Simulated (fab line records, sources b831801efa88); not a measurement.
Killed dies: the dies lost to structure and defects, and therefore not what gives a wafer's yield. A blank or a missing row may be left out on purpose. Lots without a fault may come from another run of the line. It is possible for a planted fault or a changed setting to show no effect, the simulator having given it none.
Which tool is to blame? || flow gf180mcu || Sampling: 12 lots, 36 wafers, 6 of 602 route steps

WHAT EACH GAUGE READ, for each wafer
GF_NWELL_TW_MEAS_11. Usual: for NWELL_TW the level is 1569 and the standard deviation is 7.5.
{"lot": "L476", "measured": "day 3 06:37", "on": "film-metro-01", "NWELL_TW": "1578 1565 1571", "flag": ""}
{"lot": "L478", "measured": "day 3 21:25", "on": "film-metro-01", "NWELL_TW": "1562 1579 1577", "flag": ""}
{"lot": "L479", "measured": "day 4 00:14", "on": "film-metro-01", "NWELL_TW": "1574 1566 1569", "flag": ""}
{"lot": "L480", "measured": "day 4 05:32", "on": "film-metro-01", "NWELL_TW": "1562 1565 1565", "flag": ""}
{"lot": "L489", "measured": "day 6 08:14", "on": "film-metro-01", "NWELL_TW": "1567 1567 1582", "flag": ""}
{"lot": "L490", "measured": "day 6 14:24", "on": "film-metro-04", "NWELL_TW": "1564 1565 1562", "flag": ""}
{"lot": "L491", "measured": "day 6 17:35", "on": "film-metro-04", "NWELL_TW": "1563 1561 1562", "flag": ""}
{"lot": "L492", "measured": "day 6 21:30", "on": "film-metro-01", "NWELL_TW": "1577 1581 1568", "flag": ""}
{"lot": "L493", "measured": "day 7 16:25", "on": "film-metro-04", "NWELL_TW": "1577 1567 1575", "flag": ""}
{"lot": "L495", "measured": "day 7 21:25", "on": "film-metro-04", "NWELL_TW": "1570 1563 1574", "flag": ""}
{"lot": "L497", "measured": "day 8 01:05", "on": "film-metro-04", "NWELL_TW": "1572 1568 1568", "flag": ""}
{"lot": "L498", "measured": "day 8 11:57", "on": "film-metro-01", "NWELL_TW": "1574 1568 1565", "flag": ""}

GF_LVPWELL_TW_MEAS_11. Usual: for LVPWELL_TW the level is 559 and the standard deviation is 3.4.
{"lot": "L476", "measured": "day 3 20:16", "on": "film-metro-03", "LVPWELL_TW": "566 562 560", "flag": ""}
{"lot": "L478", "measured": "day 4 10:59", "on": "film-metro-03", "LVPWELL_TW": "561 561 562", "flag": ""}
{"lot": "L479", "measured": "day 4 13:44", "on": "film-metro-03", "LVPWELL_TW": "563 564 565", "flag": ""}
{"lot": "L480", "measured": "day 4 19:42", "on": "film-metro-04", "LVPWELL_TW": "557 558 555", "flag": ""}
{"lot": "L489", "measured": "day 6 22:49", "on": "film-metro-03", "LVPWELL_TW": "617 617 621", "flag": "OFF"}
{"lot": "L490", "measured": "day 7 05:42", "on": "film-metro-01", "LVPWELL_TW": "610 611 609", "flag": "OFF"}
{"lot": "L491", "measured": "day 7 09:26", "on": "film-metro-04", "LVPWELL_TW": "615 610 611", "flag": "OFF"}
{"lot": "L492", "measured": "day 7 13:00", "on": "film-metro-01", "LVPWELL_TW": "557 556 558", "flag": ""}
{"lot": "L493", "measured": "day 8 08:47", "on": "film-metro-01", "LVPWELL_TW": "557 558 560", "flag": ""}
{"lot": "L495", "measured": "day 8 13:16", "on": "film-metro-04", "LVPWELL_TW": "556 556 557", "flag": ""}
{"lot": "L497", "measured": "day 8 17:51", "on": "film-metro-03", "LVPWELL_TW": "559 560 558", "flag": ""}
{"lot": "L498", "measured": "day 9 04:56", "on": "film-metro-04", "LVPWELL_TW": "556 556 559", "flag": ""}

GF_VT_IMPLANT_RS_MEAS_48: a four-point-probe measurement. Usual: for LVPWELL_RS the level is 1197 ohm/sq and the standard deviation is 3.2.
{"lot": "L476", "measured": "day 7 10:41", "on": "film-metro-03", "LVPWELL_RS (ohm/sq)": "1200 1201 1202", "flag": ""}
{"lot": "L478", "measured": "day 8 03:40", "on": "film-metro-04", "LVPWELL_RS (ohm/sq)": "1201 1197 1200", "flag": ""}
{"lot": "L479", "measured": "day 8 08:50", "on": "film-metro-04", "LVPWELL_RS (ohm/sq)": "1200 1198 1199", "flag": ""}
{"lot": "L480", "measured": "day 8 15:17", "on": "film-metro-03", "LVPWELL_RS (ohm/sq)": "1203 1202 1201", "flag": ""}
{"lot": "L489", "measured": "day 11 05:31", "on": "film-metro-01", "LVPWELL_RS (ohm/sq)": "- - -", "flag": "OFF"}
{"lot": "L490", "measured": "day 11 13:35", "on": "film-metro-03", "LVPWELL_RS (ohm/sq)": "- - -", "flag": "OFF"}
{"lot": "L491", "measured": "day 11 16:12", "on": "film-metro-03", "LVPWELL_RS (ohm/sq)": "- - -", "flag": "OFF"}
{"lot": "L492", "measured": "day 11 22:20", "on": "film-metro-04", "LVPWELL_RS (ohm/sq)": "1198 1192 1195", "flag": ""}
{"lot": "L493", "measured": "day 12 21:59", "on": "film-metro-04", "LVPWELL_RS (ohm/sq)": "1199 1201 1198", "flag": ""}
{"lot": "L495", "measured": "day 13 04:38", "on": "film-metro-03", "LVPWELL_RS (ohm/sq)": "1200 1192 1192", "flag": ""}
{"lot": "L497", "measured": "day 13 09:05", "on": "film-metro-04", "LVPWELL_RS (ohm/sq)": "1198 1199 1201", "flag": ""}
{"lot": "L498", "measured": "day 13 23:53", "on": "film-metro-03", "LVPWELL_RS (ohm/sq)": "1193 1195 1193", "flag": ""}

WHICH TOOL RAN EACH LOT (tool, then ch and the chambers of the sampled wafers, then the start)
{"lot": "L476", "GF_DNWELL_STRIP_08": "plasma-asher-02 ch 0,1, day 2 18:09", "GF_LVPWELL_IMPLANT_08": "implanter-03 ch 0, day 3 19:54", "GF_MVPSD_STRIP_10": "plasma-asher-01 ch 0,1, day 4 23:05"}
{"lot": "L478", "GF_DNWELL_STRIP_08": "plasma-asher-03 ch 0,1, day 3 07:39", "GF_LVPWELL_IMPLANT_08": "implanter-02 ch 0, day 4 10:37", "GF_MVPSD_STRIP_10": "plasma-asher-03 ch 0,1, day 5 15:17"}
{"lot": "L479", "GF_DNWELL_STRIP_08": "plasma-asher-03 ch 0,1, day 3 11:00", "GF_LVPWELL_IMPLANT_08": "implanter-02 ch 0, day 4 13:20", "GF_MVPSD_STRIP_10": "plasma-asher-03 ch 0,1, day 5 19:15"}
{"lot": "L480", "GF_DNWELL_STRIP_08": "plasma-asher-02 ch 1, day 3 15:27", "GF_LVPWELL_IMPLANT_08": "implanter-03 ch 0, day 4 19:18", "GF_MVPSD_STRIP_10": "plasma-asher-02 ch 0,1, day 6 00:30"}
{"lot": "L489", "GF_DNWELL_STRIP_08": "plasma-asher-01 ch 0,1, day 5 17:04", "GF_LVPWELL_IMPLANT_08": "implanter-03 ch 0, day 6 22:25", "GF_MVPSD_STRIP_10": "plasma-asher-01 ch 0,1, day 8 07:42"}
{"lot": "L490", "GF_DNWELL_STRIP_08": "plasma-asher-03 ch 0,1, day 5 23:58", "GF_LVPWELL_IMPLANT_08": "implanter-03 ch 0, day 7 05:18", "GF_MVPSD_STRIP_10": "plasma-asher-03 ch 0,1, day 8 14:15"}
{"lot": "L491", "GF_DNWELL_STRIP_08": "plasma-asher-03 ch 0,1, day 6 03:16", "GF_LVPWELL_IMPLANT_08": "implanter-03 ch 0, day 7 09:02", "GF_MVPSD_STRIP_10": "plasma-asher-01 ch 0,1, day 8 17:48"}
{"lot": "L492", "GF_DNWELL_STRIP_08": "plasma-asher-03 ch 0,1, day 6 06:57", "GF_LVPWELL_IMPLANT_08": "implanter-04 ch 0, day 7 12:36", "GF_MVPSD_STRIP_10": "plasma-asher-03 ch 0,1, day 8 21:54"}
{"lot": "L493", "GF_DNWELL_STRIP_08": "plasma-asher-01 ch 0,1, day 7 00:08", "GF_LVPWELL_IMPLANT_08": "implanter-04 ch 0, day 8 08:25", "GF_MVPSD_STRIP_10": "plasma-asher-03 ch 0,1, day 9 19:02"}
{"lot": "L495", "GF_DNWELL_STRIP_08": "plasma-asher-02 ch 0,1, day 7 05:17", "GF_LVPWELL_IMPLANT_08": "implanter-02 ch 0, day 8 12:54", "GF_MVPSD_STRIP_10": "plasma-asher-01 ch 0,1, day 9 23:44"}
{"lot": "L497", "GF_DNWELL_STRIP_08": "plasma-asher-02 ch 1, day 7 09:01", "GF_LVPWELL_IMPLANT_08": "implanter-04 ch 0, day 8 17:27", "GF_MVPSD_STRIP_10": "plasma-asher-02 ch 0, day 10 04:59"}
{"lot": "L498", "GF_DNWELL_STRIP_08": "plasma-asher-02 ch 0,1, day 7 18:46", "GF_LVPWELL_IMPLANT_08": "implanter-04 ch 0, day 9 04:32", "GF_MVPSD_STRIP_10": "plasma-asher-02 ch 0,1, day 10 16:57"}
- GF_DNWELL_STRIP_08: strips in O2/N2.
- GF_LVPWELL_IMPLANT_08
- GF_MVPSD_STRIP_10: strips in O2/N2.

WHAT THE TOOLS THEMSELVES READ (means of the sampled wafers that have a number; where no wafer has one, the mark that the record gives instead)
GF_DNWELL_STRIP_08. Usual: drypump-motor-current-A 6.1 A, standard deviation 0.4; heater-power-w 342 W, standard deviation 35; oes-product-au 0.723 a.u., standard deviation 0.0045; platen-temp-c 250.00 C, standard deviation 0.18; strip-time-to-endpoint-s 36.96 s, standard deviation 0.11.
{"lot": "L476", "tool": "plasma-asher-02", "drypump-motor-current-A (A)": 6.2, "heater-power-w (W)": 370, "oes-product-au (a.u.)": 0.721, "platen-temp-c (C)": 250.04, "strip-time-to-endpoint-s (s)": 36.98, "flag": ""}
{"lot": "L478", "tool": "plasma-asher-03", "drypump-motor-current-A (A)": 6.1, "heater-power-w (W)": 353, "oes-product-au (a.u.)": 0.726, "platen-temp-c (C)": 249.99, "strip-time-to-endpoint-s (s)": 37.03, "flag": ""}
{"lot": "L479", "tool": "plasma-asher-03", "drypump-motor-current-A (A)": 6.1, "heater-power-w (W)": 352, "oes-product-au (a.u.)": 0.724, "platen-temp-c (C)": 250.02, "strip-time-to-endpoint-s (s)": 37.02, "flag": ""}
{"lot": "L480", "tool": "plasma-asher-02", "drypump-motor-current-A (A)": 5.5, "heater-power-w (W)": 308, "oes-product-au (a.u.)": 0.724, "platen-temp-c (C)": 249.87, "strip-time-to-endpoint-s (s)": 37.12, "flag": ""}
{"lot": "L489", "tool": "plasma-asher-01", "drypump-motor-current-A (A)": 6.3, "heater-power-w (W)": 308, "oes-product-au (a.u.)": 0.722, "platen-temp-c (C)": 250.08, "strip-time-to-endpoint-s (s)": 37.05, "flag": ""}
{"lot": "L490", "tool": "plasma-asher-03", "drypump-motor-current-A (A)": 5.9, "heater-power-w (W)": 356, "oes-product-au (a.u.)": 0.727, "platen-temp-c (C)": 250.01, "strip-time-to-endpoint-s (s)": 36.86, "flag": ""}
{"lot": "L491", "tool": "plasma-asher-03", "drypump-motor-current-A (A)": 5.9, "heater-power-w (W)": 359, "oes-product-au (a.u.)": 0.724, "platen-temp-c (C)": 249.97, "strip-time-to-endpoint-s (s)": 36.98, "flag": ""}
{"lot": "L492", "tool": "plasma-asher-03", "drypump-motor-current-A (A)": 6.1, "heater-power-w (W)": 354, "oes-product-au (a.u.)": 0.720, "platen-temp-c (C)": 249.95, "strip-time-to-endpoint-s (s)": 37.00, "flag": ""}
{"lot": "L493", "tool": "plasma-asher-01", "drypump-motor-current-A (A)": 6.3, "heater-power-w (W)": 308, "oes-product-au (a.u.)": 0.725, "platen-temp-c (C)": 249.94, "strip-time-to-endpoint-s (s)": 36.97, "flag": ""}
{"lot": "L495", "tool": "plasma-asher-02", "drypump-motor-current-A (A)": 5.9, "heater-power-w (W)": 325, "oes-product-au (a.u.)": 0.721, "platen-temp-c (C)": 250.27, "strip-time-to-endpoint-s (s)": 36.99, "flag": ""}
{"lot": "L497", "tool": "plasma-asher-02", "drypump-motor-current-A (A)": 5.5, "heater-power-w (W)": 298, "oes-product-au (a.u.)": 0.724, "platen-temp-c (C)": 249.88, "strip-time-to-endpoint-s (s)": 37.07, "flag": ""}
{"lot": "L498", "tool": "plasma-asher-02", "drypump-motor-current-A (A)": 5.8, "heater-power-w (W)": 330, "oes-product-au (a.u.)": 0.722, "platen-temp-c (C)": 250.09, "strip-time-to-endpoint-s (s)": 36.81, "flag": ""}

GF_LVPWELL_IMPLANT_08. Usual: tilt-deg 0.005 degrees, standard deviation 0.019.
{"lot": "L476", "tool": "implanter-03", "tilt-deg (degrees)": 0.033, "flag": ""}
{"lot": "L478", "tool": "implanter-02", "tilt-deg (degrees)": 0.005, "flag": ""}
{"lot": "L479", "tool": "implanter-02", "tilt-deg (degrees)": -0.008, "flag": ""}
{"lot": "L480", "tool": "implanter-03", "tilt-deg (degrees)": 0.016, "flag": ""}
{"lot": "L489", "tool": "implanter-03", "tilt-deg (degrees)": 8.978, "flag": "OFF"}
{"lot": "L490", "tool": "implanter-03", "tilt-deg (degrees)": 8.979, "flag": "OFF"}
{"lot": "L491", "tool": "implanter-03", "tilt-deg (degrees)": 8.980, "flag": "OFF"}
{"lot": "L492", "tool": "implanter-04", "tilt-deg (degrees)": 0.014, "flag": ""}
{"lot": "L493", "tool": "implanter-04", "tilt-deg (degrees)": 0.024, "flag": ""}
{"lot": "L495", "tool": "implanter-02", "tilt-deg (degrees)": -0.016, "flag": ""}
{"lot": "L497", "tool": "implanter-04", "tilt-deg (degrees)": -0.000, "flag": ""}
{"lot": "L498", "tool": "implanter-04", "tilt-deg (degrees)": 0.010, "flag": ""}

GF_MVPSD_STRIP_10. Usual: drypump-motor-current-A 6.1 A, standard deviation 0.36; heater-power-w 333 W, standard deviation 31; oes-product-au 0.722 a.u., standard deviation 0.0045; platen-temp-c 249.99 C, standard deviation 0.15; strip-time-to-endpoint-s 36.94 s, standard deviation 0.1.
{"lot": "L476", "tool": "plasma-asher-01", "drypump-motor-current-A (A)": 6.2, "heater-power-w (W)": 321, "oes-product-au (a.u.)": 0.721, "platen-temp-c (C)": 249.88, "strip-time-to-endpoint-s (s)": 36.87, "flag": ""}
{"lot": "L478", "tool": "plasma-asher-03", "drypump-motor-current-A (A)": 5.8, "heater-power-w (W)": 353, "oes-product-au (a.u.)": 0.719, "platen-temp-c (C)": 249.91, "strip-time-to-endpoint-s (s)": 37.07, "flag": ""}
{"lot": "L479", "tool": "plasma-asher-03", "drypump-motor-current-A (A)": 5.9, "heater-power-w (W)": 357, "oes-product-au (a.u.)": 0.719, "platen-temp-c (C)": 249.97, "strip-time-to-endpoint-s (s)": 36.90, "flag": ""}
{"lot": "L480", "tool": "plasma-asher-02", "drypump-motor-current-A (A)": 5.8, "heater-power-w (W)": 325, "oes-product-au (a.u.)": 0.720, "platen-temp-c (C)": 250.12, "strip-time-to-endpoint-s (s)": 36.85, "flag": ""}
{"lot": "L489", "tool": "plasma-asher-01", "drypump-motor-current-A (A)": 6.3, "heater-power-w (W)": 312, "oes-product-au (a.u.)": 0.721, "platen-temp-c (C)": 249.96, "strip-time-to-endpoint-s (s)": 36.88, "flag": ""}
{"lot": "L490", "tool": "plasma-asher-03", "drypump-motor-current-A (A)": 5.9, "heater-power-w (W)": 359, "oes-product-au (a.u.)": 0.719, "platen-temp-c (C)": 249.96, "strip-time-to-endpoint-s (s)": 36.92, "flag": ""}
{"lot": "L491", "tool": "plasma-asher-01", "drypump-motor-current-A (A)": 6.2, "heater-power-w (W)": 318, "oes-product-au (a.u.)": 0.722, "platen-temp-c (C)": 250.13, "strip-time-to-endpoint-s (s)": 37.02, "flag": ""}
{"lot": "L492", "tool": "plasma-asher-03", "drypump-motor-current-A (A)": 5.9, "heater-power-w (W)": 365, "oes-product-au (a.u.)": 0.721, "platen-temp-c (C)": 249.74, "strip-time-to-endpoint-s (s)": 36.81, "flag": ""}
{"lot": "L493", "tool": "plasma-asher-03", "drypump-motor-current-A (A)": 6.1, "heater-power-w (W)": 347, "oes-product-au (a.u.)": 0.725, "platen-temp-c (C)": 249.97, "strip-time-to-endpoint-s (s)": 36.92, "flag": ""}
{"lot": "L495", "tool": "plasma-asher-01", "drypump-motor-current-A (A)": 6.3, "heater-power-w (W)": 302, "oes-product-au (a.u.)": 0.722, "platen-temp-c (C)": 249.93, "strip-time-to-endpoint-s (s)": 36.92, "flag": ""}
{"lot": "L497", "tool": "plasma-asher-02", "drypump-motor-current-A (A)": 6.5, "heater-power-w (W)": 380, "oes-product-au (a.u.)": 0.719, "platen-temp-c (C)": 249.90, "strip-time-to-endpoint-s (s)": 36.96, "flag": ""}
{"lot": "L498", "tool": "plasma-asher-02", "drypump-motor-current-A (A)": 6.2, "heater-power-w (W)": 357, "oes-product-au (a.u.)": 0.722, "platen-temp-c (C)": 250.11, "strip-time-to-endpoint-s (s)": 36.95, "flag": ""}

THE ANSWER, worked out from the rows above alone
Rule: take the mean of a lot's wafers that have a number; if it is more than 3 standard deviations from the usual mean, the lot is off. A lot without any number at a reading at which 4 lots or more have one is off too. Any other lot the step has rows for is counted as sound. The gauges are gone through in route order, then the tools' own readings, and for those a lot's mean is taken as printed above. The first step at which some lot is off is used, and at that step the reading that is off furthest; a lot without a number counts as furthest.
Off: L489, L490, L491, seen at GF_LVPWELL_TW_MEAS_11 (LVPWELL_TW).
If a tool, at a process step before that reading, ran all the lots that are off and no sound lot after the first of them, it fits. Not tried: the gauges at GF_LVPWELL_TW_MEAS_11; whatever is off there is also off at GF_LVPWELL_IMPLANT_08, on other tools, and gauge error can't account for it. One fits: implanter-03 at GF_LVPWELL_IMPLANT_08. A fault onset in the window from L480 (day 4 19:18, its last sound lot) to L489 (day 6 22:25, its first lot off) fits.
The tool's own readings at GF_LVPWELL_IMPLANT_08 bear it out: on the lots that are off they differ by more than 5 times the standard deviation of the sound lots' means. tilt-deg reads 8.979 degrees there against 0.009 degrees on the sound lots.

WHAT HAD BEEN PUT IN BY THE SIMULATOR
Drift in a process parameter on implanter-03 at GF_LVPWELL_IMPLANT_08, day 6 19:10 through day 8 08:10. From 0, the setting tilt-deg moved by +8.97. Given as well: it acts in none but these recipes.
Struck lots among those shown: L489, L490, L491. The rule above reached the same finding.
